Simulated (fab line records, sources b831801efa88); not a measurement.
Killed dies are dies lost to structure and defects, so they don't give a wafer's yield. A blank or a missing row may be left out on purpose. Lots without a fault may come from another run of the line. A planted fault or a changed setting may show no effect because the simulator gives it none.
fab line records | flow sky130
record lots=6 wafers=18 last_day=50
route steps=708 shown LDD_HVP@285 LDD_LDN@289 PAD_OPEN@708
lots that met no fault: from a run of the same line without faults
start_h: hours from the record's first day to the start of the lot's first wafer shown | wait_h: hours since the lot's step before | " the same as in the row above | L1.1+2: a row that stands for several wafers | - no value, or no start given | * or withheld: withheld | < > ~ a bound
route shown NAME@n: a module of which the file shows steps, and the number in the route of the first | usual: mean/standard deviation of fault-free wafers | same: alike in all rows | chamber/n: place in a boat | sites: the reading at each site | _std_site: their standard deviation | _edge_site: outer sites' mean less inner sites' | radius_mm: how far each site lies from the wafer's centre | mask NAME#n: copy n | behind: the tool/chamber that last shaped the wafer | hold: why the lot was held/for how many hours/how that ended | device: the transistor (n, p or np) that didn't switch | end of line: the same wafers' tests at the end of the route | a step without rows: its recipe alone | killed: dies lost to structure and defects at the first sort, not the wafer's yield | map: a wafer's dies, x killed, . not, _ none there
set.NAME: the setting as run; set.NAME@STEP: as run at that earlier step | model.NAME: the simulator's own value behind a step, which no gauge read
lots at some steps of the route; a table a step, a row a wafer
services: from which hour (start_h, from the record's first day; less than 0 if before it) a tool's chamber was out of use, for how many hours, and why
## steps
# step SKY_LDD_HVP_OVL_MEAS_07
# usual LDD_HVP_OVL=-0.5/1.3
# columns lot.wafer tool chamber start_h wait_h LDD_HVP_OVL[nm]
L698.2 overlay-01 - 498.27 0.1 1.0
L698.3 " - " " 1.1
L698.4 " - " " 1.9
L700.1 overlay-01 - 513.26 0.1 -0.9
L700.3 " - " " 0.3
L700.4 " - " " -1.5
L706.3 overlay-02 - 570.36 0.1 -0.9
L706.5 " - " " 0.2
L706.6 " - " " -1.4
L707.2 overlay-02 - 583.15 0.1 0.9
L707.3 " - " " 0.1
L707.5 " - " " 0.4
L711.2 overlay-02 - 604.65 0.1 -0.6
L711.5 " - " " 0.5
L711.6 " - " " -2.7
L718.2 overlay-01 - 666.12 0.1 -3.0
L718.4 " - " " -0.8
L718.5 " - " " -1.2
# step SKY_LDD_HVP_IMPLANT_08
# recipe species=B energy_kev=20 dose_cm2=1.7e+13 tilt_deg=17.9
# step SKY_LDD_HVP_STRIP_09
# recipe chemistry=O2/N2 power_w=1400 pressure_mtorr=1500 platen_temp_c=withheld o2_flow_sccm=3000 n2_flow_sccm=300 overash_fraction=0.5
# usual drypump_motor_current_A=5.6/0.5 oes_product_au=0.408/0.0044 strip_time_to_endpoint_s=4.133/0.014
# columns lot.wafer tool chamber start_h wait_h drypump_motor_current_A oes_product_au rf_hours_counter_h strip_time_to_endpoint_s
L698.2 plasma_asher-01 1 498.45 0.1 6.3 0.405 78 4.124
L698.3 " 1 " " 6.3 0.408 - 4.149
L698.4 " 0 " " 5.4 0.409 - 4.123
L700.1 plasma_asher-04 0 513.45 0.1 5.0 0.413 41 4.131
L700.3 " 1 " " 5.4 0.403 - 4.152
L700.4 " 0 " " 5.0 0.400 - 4.140
L706.3 plasma_asher-04 1 570.57 0.1 5.4 0.412 - 4.146
L706.5 " 1 " " 5.4 0.410 - 4.142
L706.6 " 0 " " 5.0 0.411 - 4.122
L707.2 plasma_asher-04 1 583.33 0.1 5.4 0.411 48 4.145
L707.3 " 1 " " 5.4 0.411 - 4.146
L707.5 " 0 " " 5.0 0.407 - 4.139
L711.2 plasma_asher-02 1 604.83 0.1 6.2 0.418 79 4.156
L711.5 " 1 " " 6.2 0.411 - 4.163
L711.6 " 0 " " 6.2 0.409 - 4.161
L718.2 plasma_asher-02 1 666.30 0.1 6.2 0.410 85 4.143
L718.4 " 0 " " 6.3 0.413 - 4.143
L718.5 " 1 " " 6.2 0.412 - 4.136
# step SKY_LDD_HVP_TW_MEAS_10
# usual LDD_HVP_TW=460/7.2
# columns lot.wafer tool chamber start_h wait_h LDD_HVP_TW
L698.2 film_metro-04 - 498.56 0.1 453
L698.3 " - " " 453
L698.4 " - " " 455
L700.1 film_metro-04 - 513.55 0.1 452
L700.3 " - " " 451
L700.4 " - " " 452
L706.3 film_metro-03 - 570.66 0.1 466
L706.5 " - " " 463
L706.6 " - " " 467
L707.2 film_metro-03 - 583.44 0.1 465
L707.3 " - " " 466
L707.5 " - " " 468
L711.2 film_metro-04 - 604.94 0.1 454
L711.5 " - " " 455
L711.6 " - " " 455
L718.2 film_metro-03 - 666.41 0.1 466
L718.4 " - " " 465
L718.5 " - " " 465
# step SKY_LDD_LDN_DEHYDRATE_00
# recipe temp_c=200 time_s=60
# step SKY_LDD_LDN_HMDS_01
# recipe prime_time_s=60 prime_temp_c=120
# step SKY_LDD_LDN_COAT_02
# recipe resist=NOVOLAK spin_rpm=3000 resist_thk_nm=1140
# step SKY_LDD_LDN_SOFTBAKE_03
# recipe temp_c=90 time_s=60 resist=NOVOLAK
# step SKY_LDD_LDN_EXPOSE_04
# recipe mask_id=LDNTM na=0.6 source_shape=conventional sigma_outer=0.6 polarization=unpolarized target_cd_nm=700 dose_mj=140
# step SKY_LDD_LDN_PEB_05
# recipe temp_c=withheld time_s=* resist=NOVOLAK
# step SKY_LDD_LDN_DEVELOP_06
# recipe resist=NOVOLAK developer=TMAH develop_time_s=60 dev_temp_c=23
# step SKY_LDD_LDN_OVL_MEAS_07
# usual LDD_LDN_OVL=-0.6/1.4
# columns lot.wafer tool chamber start_h wait_h LDD_LDN_OVL[nm]
L698.2 overlay-01 - 528.67 0.1 1.2
L698.3 " - " " -0.2
L698.4 " - " " -1.3
L700.1 overlay-02 - 543.61 0.1 -0.5
L700.3 " - " " 2.0
L700.4 " - " " 0.8
L706.3 overlay-01 - 600.47 0.1 0.1
L706.5 " - " " 0.4
L706.6 " - " " 0.0
L707.2 overlay-02 - 612.49 0.1 -1.1
L707.3 " - " " -0.2
L707.5 " - " " -1.0
L711.2 overlay-01 - 633.67 0.1 -0.1
L711.5 " - " " -0.9
L711.6 " - " " -0.9
L718.2 overlay-01 - 694.07 0.1 3.0
L718.4 " - " " 1.8
L718.5 " - " " 1.3
# step SKY_LDD_LDN_IMPLANT_08
# recipe species=As energy_kev=15 dose_cm2=1.25e+13 tilt_deg=withheld rotation_deg=23
# usual beam_energy_keV=15.001/0.0047 beam_on_s=10.02/0.2 dose_ions_cm2=1.2501e+13/1.2e+10 end_station_pressure_torr=5.09e-06/2.4e-07 faraday_current_uA=70.3/1.4 rotation_deg=23.003/0.02
# columns lot.wafer tool chamber start_h wait_h beam_energy_keV beam_on_s dose_ions_cm2 end_station_pressure_torr faraday_current_uA rotation_deg model.implant.drp_nm
L698.2 implanter-01 0 528.72 0.0 14.999 10.44 1.2485e+13 5.38e-06 67.0 22.995 5.933
L698.3 " 0 " " 14.996 9.87 1.2504e+13 5.04e-06 71.3 22.986 5.933
L698.4 " 0 " " 15.003 9.96 1.2489e+13 5.21e-06 70.3 22.982 5.933
L700.1 implanter-01 0 543.65 0.0 14.999 9.92 1.2476e+13 4.79e-06 71.0 22.980 5.933
L700.3 " 0 " " 14.998 9.76 1.2508e+13 5.33e-06 72.2 22.983 5.933
L700.4 " 0 " " 14.993 9.91 1.2484e+13 4.9e-06 70.9 22.991 5.933
L706.3 implanter-01 0 600.55 0.1 14.114 10.14 1.2514e+13 4.9e-06 69.7 22.997 5.689
L706.5 " 0 " " 14.121 10.21 1.2508e+13 5.12e-06 69.2 22.982 5.689
L706.6 " 0 " " 14.115 9.81 1.2508e+13 4.95e-06 71.7 22.974 5.689
L707.2 implanter-01 0 612.54 0.0 14.115 10.06 1.2474e+13 5.12e-06 70.4 23.003 5.689
L707.3 " 0 " " 14.106 10.08 1.2498e+13 4.71e-06 69.7 23.012 5.689
L707.5 " 0 " " 14.110 9.85 1.2507e+13 5.22e-06 71.4 23.028 5.689
L711.2 implanter-03 0 633.72 0.0 14.999 9.75 1.2513e+13 5.11e-06 72.1 23.017 5.933
L711.5 " 0 " " 14.994 9.81 1.2509e+13 5.07e-06 71.5 23.016 5.933
L711.6 " 0 " " 15.000 10.05 1.2507e+13 4.92e-06 70.4 23.007 5.933
L718.2 implanter-01 0 694.12 0.0 15.001 10.31 1.2503e+13 5.16e-06 68.3 23.015 5.933
L718.4 " 0 " " 14.994 10.21 1.2515e+13 5.3e-06 68.8 23.016 5.933
L718.5 " 0 " " 15.002 9.81 1.2504e+13 5.13e-06 71.4 22.986 5.933
# step SKY_LDD_LDN_IMPLANT_09
# recipe species=As energy_kev=15 dose_cm2=1.259e+13 tilt_deg=withheld rotation_deg=113
# step SKY_PAD_OPEN_PROBE_99
# usual killed_at_M0_to_M3=44/7.4 killed_at_M4_up=3.2/1.8 killed_at_contacts=25/5.2 killed_at_front_end=15/4.5 killed_at_other=0.2/0.43 killed_dies=87/9.6 killed_on_rim=17/3.9 killed_open=48/7.6 killed_short=40/5.7
# same gross_dies=492 killed_at_back_side=0
# columns lot.wafer tool chamber start_h wait_h killed_at_M0_to_M3 killed_at_M4_up killed_at_contacts killed_at_front_end killed_at_other killed_dies killed_on_rim killed_open killed_short
L700.1 prober-01 - 1091.66 0.1 46 2 31 12 0 91 22 53 38
L700.3 prober-01 - 1091.76 0.2 62 5 25 6 0 98 26 54 44
L700.4 prober-01 - 1091.81 0.2 52 2 30 14 1 99 19 60 39
L706.3 prober-01 - 1125.43 0.2 27 1 29 19 0 76 16 41 35
L706.5 prober-01 - 1125.53 0.2 41 6 18 24 0 89 23 50 39
L706.6 prober-01 - 1125.58 0.2 45 4 11 27 0 87 20 46 41
L711.2 prober-02 - 1149.57 0.1 52 1 25 24 2 104 19 58 46
L711.5 prober-02 - 1149.72 0.2 45 2 23 19 0 89 21 46 43
L711.6 prober-02 - 1149.77 0.2 47 3 32 18 0 100 24 59 41
L718.2 prober-01 - 1188.07 0.1 30 3 23 15 0 71 15 35 36
L718.4 prober-01 - 1188.17 0.2 44 2 24 18 0 88 15 49 39
L718.5 prober-01 - 1188.22 0.2 38 6 27 11 0 82 17 49 33
# killed by level:class
L700.1 LI_CONTACT:geometric_particle:open=10 VIA1:geometric_particle:open=10 CONTACT:geometric_particle:open=9 VIA1:geometric_particle:short=7 POLY_GATE:geometric_particle:open=6 VIA2:geometric_particle:open=6 METAL3:geometric_particle:short=6 LOCAL_INTERCONNECT:geometric_particle:short=5
L700.3 VIA1:geometric_particle:open=19 VIA3:geometric_particle:open=11 LI_CONTACT:geometric_particle:open=6 LOCAL_INTERCONNECT:geometric_particle:short=6 CONTACT:geometric_particle:short=6 VIA1:geometric_particle:short=6 VIA2:geometric_particle:open=6 CONTACT:geometric_particle:open=5
L700.4 CONTACT:geometric_particle:open=14 VIA1:geometric_particle:open=13 VIA2:geometric_particle:open=9 VIA1:geometric_particle:short=7 LI_CONTACT:geometric_particle:open=6 LI_CONTACT:geometric_particle:short=4 METAL1:geometric_particle:short=4 METAL3:geometric_particle:short=4
L706.3 CONTACT:geometric_particle:open=10 VIA1:geometric_particle:open=8 CONTACT:geometric_particle:short=7 LI_CONTACT:geometric_particle:open=6 FIELD_ISO:geometric_particle:short=5 POLY_GATE:geometric_particle:open=5 METAL3:geometric_particle:short=5 POLY_GATE:geometric_particle:short=4
L706.5 VIA1:geometric_particle:open=10 CONTACT:geometric_particle:open=9 VIA2:geometric_particle:open=8 POLY_GATE:geometric_particle:open=7 POLY_GATE:geometric_particle:short=7 METAL2:geometric_particle:short=4 VIA3:geometric_particle:short=4 LOCAL_INTERCONNECT:geometric_particle:short=3
L706.6 VIA1:geometric_particle:open=10 POLY_GATE:geometric_particle:short=8 METAL2:geometric_particle:short=7 FIELD_ISO:geometric_particle:open=6 POLY_GATE:geometric_particle:open=6 LI_CONTACT:geometric_particle:open=5 METAL3:geometric_particle:short=5 VIA3:geometric_particle:open=5
L711.2 VIA1:geometric_particle:open=15 CONTACT:geometric_particle:open=12 FIELD_ISO:geometric_particle:open=7 VIA1:geometric_particle:short=7 LI_CONTACT:geometric_particle:open=6 FIELD_ISO:geometric_particle:short=5 POLY_GATE:geometric_particle:open=5 METAL1:geometric_particle:short=5
L711.5 VIA1:geometric_particle:open=14 FIELD_ISO:geometric_particle:short=9 CONTACT:geometric_particle:open=9 METAL2:geometric_particle:short=6 LI_CONTACT:geometric_particle:open=5 VIA2:geometric_particle:open=5 FIELD_ISO:geometric_particle:open=4 METAL1:geometric_particle:short=4
L711.6 VIA1:geometric_particle:open=13 LI_CONTACT:geometric_particle:open=11 CONTACT:geometric_particle:open=10 FIELD_ISO:geometric_particle:short=6 VIA3:geometric_particle:open=6 METAL1:geometric_particle:short=5 VIA1:geometric_particle:short=4 VIA2:geometric_particle:open=4
L718.2 CONTACT:geometric_particle:open=10 METAL1:geometric_particle:short=7 POLY_GATE:geometric_particle:short=6 VIA1:geometric_particle:open=6 VIA2:geometric_particle:open=5 LOCAL_INTERCONNECT:geometric_particle:short=5 FIELD_ISO:geometric_particle:open=4 CONTACT:geometric_particle:short=4
L718.4 CONTACT:geometric_particle:open=12 VIA1:geometric_particle:open=8 POLY_GATE:geometric_particle:open=6 METAL1:geometric_particle:short=6 VIA2:geometric_particle:open=6 CONTACT:geometric_particle:short=5 METAL2:geometric_particle:short=5 FIELD_ISO:geometric_particle:short=4
L718.5 LI_CONTACT:geometric_particle:open=10 VIA1:geometric_particle:open=9 CONTACT:geometric_particle:open=8 VIA3:geometric_particle:open=7 METAL2:geometric_particle:short=5 METAL4:geometric_particle:short=5 LOCAL_INTERCONNECT:geometric_particle:short=4 METAL1:geometric_particle:short=4
## services
# columns tool chamber start_h hours kind
implanter-01 - 494.73 2.1 repair
implanter-03 - 548.98 1.3 repair
implanter-01 - 563.70 2.6 repair
plasma_asher-01 - 578.55 27.1 pm
implanter-01 - 587.05 2.6 repair
implanter-03 - 595.74 2.9 repair
implanter-01 - 596.14 0.8 repair
implanter-03 - 618.10 1.5 repair
implanter-01 - 638.60 2.3 repair
plasma_asher-02 - 675.19 1.7 repair
implanter-01 - 683.92 2.6 pm
## key
first_sign step=SKY_LDD_LDN_IMPLANT_08 reading=beam_energy_keV direction=down sigmas=99+ usual=* struck=*
effect none on later readings
model_effect step=SKY_LDD_LDN_IMPLANT_08 value=implant.drp_nm without=5.933 struck=5.689
met_at SKY_LDD_LDN_IMPLANT_08
struck_wafers L706.3,L706.5,L706.6,L707.2,L707.3,L707.5
tester_left_out L706,L707
onset_between 543.65 600.55
fault kind=process_parameter_drift tool=implanter-01 chamber=- onset_h=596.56 steps=SKY_LDD_LDN_IMPLANT_08 channel=energy_kev offset=* shape=step end_h=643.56 acts_in=* stated=*
# tester_left_out: of these lots the tester's yield and bins aren't shown, on N5 and GAA mostly nor the transistor test; their killed dies are dies lost to structure and defects alone, not to doping, threshold or leakage, so they don't give the yield
